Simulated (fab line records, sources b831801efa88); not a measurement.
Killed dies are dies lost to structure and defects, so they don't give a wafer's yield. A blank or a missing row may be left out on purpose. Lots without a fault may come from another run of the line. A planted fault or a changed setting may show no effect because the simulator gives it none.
Which tool did it? | flow sky130 | 12 lots, 36 wafers sampled, at 3 steps of a route of 708

WHAT THE GAUGES READ, wafer by wafer
SKY_METAL4_OVL_MEAS_14. Usual: METAL4_OVL -1 nm, standard deviation 6.3.
lot  | measured     | on         | METAL4_OVL (nm) | flag
L700 | day 41 19:37 | overlay-01 | -6 -4 -5        |
L702 | day 42 13:46 | overlay-02 | -8 -7 -7        |
L703 | day 42 15:30 | overlay-02 | -2 -2 -2        |
L704 | day 43 00:19 | overlay-01 | -2 -2 2         |
L709 | day 44 16:40 | overlay-02 | -6 3 -4         |
L710 | day 44 23:07 | overlay-02 | -2 -5 -3        |
L711 | day 45 10:51 | overlay-02 | -6 -10 -8       |
L713 | day 45 16:31 | overlay-02 | 5 12 19         |
L716 | day 46 08:04 | overlay-02 | 2 2 1           |
L717 | day 46 21:55 | overlay-02 | 0 9 7           |
L718 | day 46 22:06 | overlay-02 | 8 18 9          |
L723 | day 48 01:39 | overlay-01 | -5 -3 -1        |

SKY_VIA4_OVL_MEAS_11. Usual: VIA4_OVL -0.7 nm, standard deviation 1.3.
lot  | measured     | on         | VIA4_OVL (nm)  | flag
L700 | day 42 21:00 | overlay-02 | 2.0 1.1 1.0    |
L702 | day 43 14:44 | overlay-01 | -0.7 -1.0 -1.3 |
L703 | day 43 16:32 | overlay-01 | -1.8 -1.3 -1.3 |
L704 | day 43 23:56 | overlay-02 | -0.3 -0.5 -1.6 |
L709 | day 45 15:57 | overlay-02 | -0.1 -1.5 -0.5 |
L710 | day 45 22:00 | overlay-02 | 0.8 0.4 1.1    |
L711 | day 46 09:39 | overlay-01 | -1.0 0.0 -0.5  |
L713 | day 46 15:14 | overlay-02 | -0.6 0.0 -1.8  |
L716 | day 47 05:14 | overlay-01 | -0.9 0.6 -1.0  |
L717 | day 47 18:48 | overlay-01 | -2.6 -1.4 -0.3 |
L718 | day 47 19:26 | overlay-02 | -1.2 0.6 -1.1  |
L723 | day 48 21:27 | overlay-02 | -2.0 -1.5 -3.3 |

WHICH TOOL RAN EACH LOT (tool, then ch and the chambers of the sampled wafers, then the start)
lot  | SKY_METAL4_DESCUM_15
L700 | rie_metal-01 ch 0,1, day 41 19:38
L702 | rie_metal-01 ch 0,1, day 42 13:48
L703 | rie_metal-01 ch 0,1, day 42 15:32
L704 | rie_metal-01 ch 0,1, day 43 00:21
L709 | rie_metal-04 ch 0, day 44 16:42
L710 | rie_metal-01 ch 1, day 44 23:08
L711 | rie_metal-01 ch 0,1, day 45 10:53
L713 | rie_metal-02 ch 0,1, day 45 16:32
L716 | rie_metal-04 ch 1, day 46 08:06
L717 | rie_metal-01 ch 0,1, day 46 21:56
L718 | rie_metal-02 ch 0,1, day 46 22:08
L723 | rie_metal-01 ch 0,1, day 48 01:41
- SKY_METAL4_DESCUM_15: chemistry O2, time 8 s.

WHAT THE TOOLS THEMSELVES READ (means of the sampled wafers that have a number; where no wafer has one, the mark that the record gives instead)
SKY_METAL4_DESCUM_15. Usual: drypump_motor_current_A 5.6 A, standard deviation 0.49; oes_product_au 0.999 a.u., standard deviation 0.01; rf_fwd_power_W 147.4 W, standard deviation 0.77.
lot  | tool         | drypump_motor_current_A (A) | oes_product_au (a.u.) | rf_fwd_power_W (W) | flag
L700 | rie_metal-01 | 5.5                         | 0.997                 | 146.9              |
L702 | rie_metal-01 | 5.5                         | 0.993                 | 147.0              |
L703 | rie_metal-01 | 5.5                         | 0.995                 | 147.0              |
L704 | rie_metal-01 | 5.1                         | 0.993                 | 147.4              |
L709 | rie_metal-04 | 6.2                         | 0.988                 | 147.9              |
L710 | rie_metal-01 | 4.8                         | 0.997                 | 147.2              |
L711 | rie_metal-01 | 5.5                         | 0.996                 | 147.6              |
L713 | rie_metal-02 | 5.6                         | 1.012                 | 147.5              |
L716 | rie_metal-04 | 5.4                         | 1.012                 | 148.5              |
L717 | rie_metal-01 | 5.1                         | 0.987                 | 147.6              |
L718 | rie_metal-02 | 5.6                         | 1.004                 | 147.4              |
L723 | rie_metal-01 | 5.5                         | 1.002                 | 147.4              |

THE ANSWER, worked out from the rows above alone
Rule: a lot is off if the mean of its wafers that have a number lies more than 3 standard deviations from the usual mean. A lot without any number at a reading at which 4 lots or more have one is off too. The other lots that the step has rows for count as sound. The gauges are gone through in route order, then the tools' own readings, and for those a lot's mean is taken as printed above. The first step at which some lot is off is used, and at that step the reading that is off furthest; a lot without a number counts as furthest.
No lot is off at any reading shown: from this, nothing can be told.

WHAT THE SIMULATOR HAD PUT IN
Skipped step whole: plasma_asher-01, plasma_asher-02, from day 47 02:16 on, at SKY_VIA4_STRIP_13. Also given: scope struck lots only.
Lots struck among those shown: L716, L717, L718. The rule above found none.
